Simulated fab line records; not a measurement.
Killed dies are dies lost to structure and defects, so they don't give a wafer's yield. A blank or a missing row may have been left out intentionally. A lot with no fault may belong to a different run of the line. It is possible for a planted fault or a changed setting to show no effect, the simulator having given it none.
A lot that was struck, set against a sound lot	flow sky130	43 out of 708 route steps
Sound: the wafers L109.2, L109.4, L109.5. Struck: wafers L129.3, L129.6. (L129.5 of the same lot was not struck and is left out.) The cause comes at the end.
Per side, at each step with rows, come the tool, then ch with its chambers, and then its first start. Under that, the readings that differ: sound wafers	struck wafers	difference of the means	sigmas: that difference in standard deviations of wafers without a fault.
alike: readings with means less than 2 such deviations apart, plus words and numbers identical on both sides. not compared: withheld readings, readings lacking a value on some wafer, bounds such as >300 that could conceal the same value, and numbers that have no deviation in the record and whose values overlap.
Wherever a step has rows on one side only, a row that says differs or no value, or a row with sigmas, the two part there. When numbers do not overlap yet have no deviation, they are printed without sigmas and do not part them. Lack of a reading on every wafer of one side parts them only where that side has two or more wafers.

SKY_VT_ADJUST_LVTN_STRIP_20: strips in O2/N2.
  sound on plasma asher-04 ch 0,1, day 8 00:39; struck on plasma asher-03 ch 0, day 13 12:29
  alike: drypump motor current A, oes product au, strip time to endpoint s
  not compared: rf hours counter h
SKY_VT_ADJUST_LVTN_TW_MEAS_21:
  sound on film metro-03 at day 8 00:46; struck on film metro-03 at day 13 12:34
  alike: VT_ADJUST_LVTN_2_TW
then, 7 steps without rows for these wafers: SKY_VT_ADJUST_NCORE_DEHYDRATE_00 (time 60 s); SKY_VT_ADJUST_NCORE_HMDS_01 (prime time 60 s); SKY_VT_ADJUST_NCORE_COAT_02 (resist thk 1140 nm); SKY_VT_ADJUST_NCORE_SOFTBAKE_03 (time 60 s); SKY_VT_ADJUST_NCORE_EXPOSE_04 (exposes mask LVTN COMPLEMENT THIN, target cd 380 nm); SKY_VT_ADJUST_NCORE_PEB_05; SKY_VT_ADJUST_NCORE_DEVELOP_06 (develop time 60 s).
SKY_VT_ADJUST_NCORE_CD_MEAS_07 targets a cd of 380 nm.
  sound on cd sem-02 at day 8 20:53; struck on cd sem-01 at day 14 14:06
  alike: cd nm
SKY_VT_ADJUST_NCORE_OVL_MEAS_08:
  sound on overlay-01 at day 8 20:59; struck on overlay-01 at day 14 14:11
  alike: VT_ADJUST_NCORE_OVL
following that, these wafers have no rows for 1 step: SKY_VT_ADJUST_NCORE_IMPLANT_09.
SKY_VT_ADJUST_NCORE_STRIP_10: strips in O2/N2.
  sound on plasma asher-01 ch 0,1, day 8 21:10; struck on plasma asher-01 ch 1, day 14 14:24
reading	sound	struck	difference	sigmas
strip time to endpoint s (s)	14.25 14.22 14.21	14.13 14.14	-0.09	-3
  alike: drypump motor current A, oes product au
  not compared: rf hours counter h
SKY_VT_ADJUST_NCORE_TW_MEAS_11:
  sound on film metro-03 at day 8 21:17; struck on film metro-04 at day 14 14:29
  alike: VT_ADJUST_NCORE_TW
then, 7 steps without rows for these wafers: SKY_VT_ADJUST_HVTR_DEHYDRATE_00 (time 60 s); SKY_VT_ADJUST_HVTR_HMDS_01 (prime time 60 s); SKY_VT_ADJUST_HVTR_COAT_02 (resist thk 1140 nm); SKY_VT_ADJUST_HVTR_SOFTBAKE_03 (time 60 s); SKY_VT_ADJUST_HVTR_EXPOSE_04 (exposes mask HVTRM, target cd 380 nm); SKY_VT_ADJUST_HVTR_PEB_05; SKY_VT_ADJUST_HVTR_DEVELOP_06 (develop time 60 s).
SKY_VT_ADJUST_HVTR_CD_MEAS_07 targets a cd of 380 nm.
  sound on cd sem-01 at day 9 17:56; struck on cd sem-01 at day 15 17:39
reading	sound	struck	difference	sigmas
cd nm (nm)	377.0 374.9 379.6	382.0 383.8	+5.7	+2
SKY_VT_ADJUST_HVTR_OVL_MEAS_08:
  sound on overlay-02 at day 9 18:02; struck on overlay-01 at day 15 17:44
  alike: VT_ADJUST_HVTR_OVL
following that, these wafers have no rows for 1 step: SKY_VT_ADJUST_HVTR_IMPLANT_09.
SKY_VT_ADJUST_HVTR_STRIP_10: strips in O2/N2.
  sound on plasma asher-01 ch 0,1, day 9 18:13; struck on plasma asher-03 ch 0,1, day 15 17:57
  alike: drypump motor current A, oes product au, strip time to endpoint s
  not compared: rf hours counter h
SKY_VT_ADJUST_HVTR_TW_MEAS_11:
  sound on film metro-01 at day 9 18:20; struck on film metro-01 at day 15 18:02
  alike: VT_ADJUST_HVTR_TW
then, 7 steps without rows for these wafers: SKY_VT_ADJUST_PCH_DEHYDRATE_00 (time 60 s); SKY_VT_ADJUST_PCH_HMDS_01 (prime time 60 s); SKY_VT_ADJUST_PCH_COAT_02 (resist thk 3000 nm); SKY_VT_ADJUST_PCH_SOFTBAKE_03; SKY_VT_ADJUST_PCH_EXPOSE_04 (exposes mask NWM, target cd 840 nm); SKY_VT_ADJUST_PCH_PEB_05; SKY_VT_ADJUST_PCH_DEVELOP_06 (develop time 60 s).
SKY_VT_ADJUST_PCH_OVL_MEAS_07:
  sound on overlay-01 at day 10 16:40; struck on overlay-02 at day 16 21:48
reading	sound	struck	difference	sigmas
VT_ADJUST_PCH_OVL (nm)	1.9 0.1 1.3	-1.7 -2.3	-3.1	-2
following that, these wafers have no rows for 1 step: SKY_VT_ADJUST_PCH_IMPLANT_08.
SKY_VT_ADJUST_PCH_STRIP_09: strips in O2/N2.
  sound on plasma asher-01 ch 0, day 10 16:51; struck on plasma asher-02 ch 0,1, day 16 22:01
reading	sound	struck	difference	sigmas
drypump motor current A (A)	6.3 6.3 6.3	4.8 5.8	-1.0	-2
  alike: oes product au, strip time to endpoint s
  not compared: rf hours counter h
SKY_VT_ADJUST_PCH_TW_MEAS_10:
  sound on film metro-01 at day 10 16:58; struck on film metro-01 at day 16 22:05
  alike: VT_ADJUST_PCH_TW
then, 5 steps without rows for these wafers: SKY_SONOS_TUNNEL_DEHYDRATE_00 (time 60 s); SKY_SONOS_TUNNEL_HMDS_01 (prime time 60 s); SKY_SONOS_TUNNEL_COAT_02 (resist thk 1140 nm); SKY_SONOS_TUNNEL_SOFTBAKE_03 (time 60 s); SKY_SONOS_TUNNEL_EXPOSE_04 (exposes mask TUNM, target cd 410 nm).
-- the record jumps here: 34 days lie between the struck wafers' starts before and after (it left off in module SONOS_TUNNEL and takes up again in module PAD_OPEN, whose first step shown is number 708 of the route) --
SKY_PAD_OPEN_PROBE_99:
  rows exist in the record for the struck wafers here (prober-02, day 50 13:16), but not for the sound ones

== WHERE THEY PART ==
Last at SKY_PAD_OPEN_PROBE_99 as far as this record goes, first at SKY_VT_ADJUST_NCORE_STRIP_10.

WHY: what the simulator had put in
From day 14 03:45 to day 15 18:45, plasma asher-01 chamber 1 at SKY_VT_ADJUST_NCORE_STRIP_10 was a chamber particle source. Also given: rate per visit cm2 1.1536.
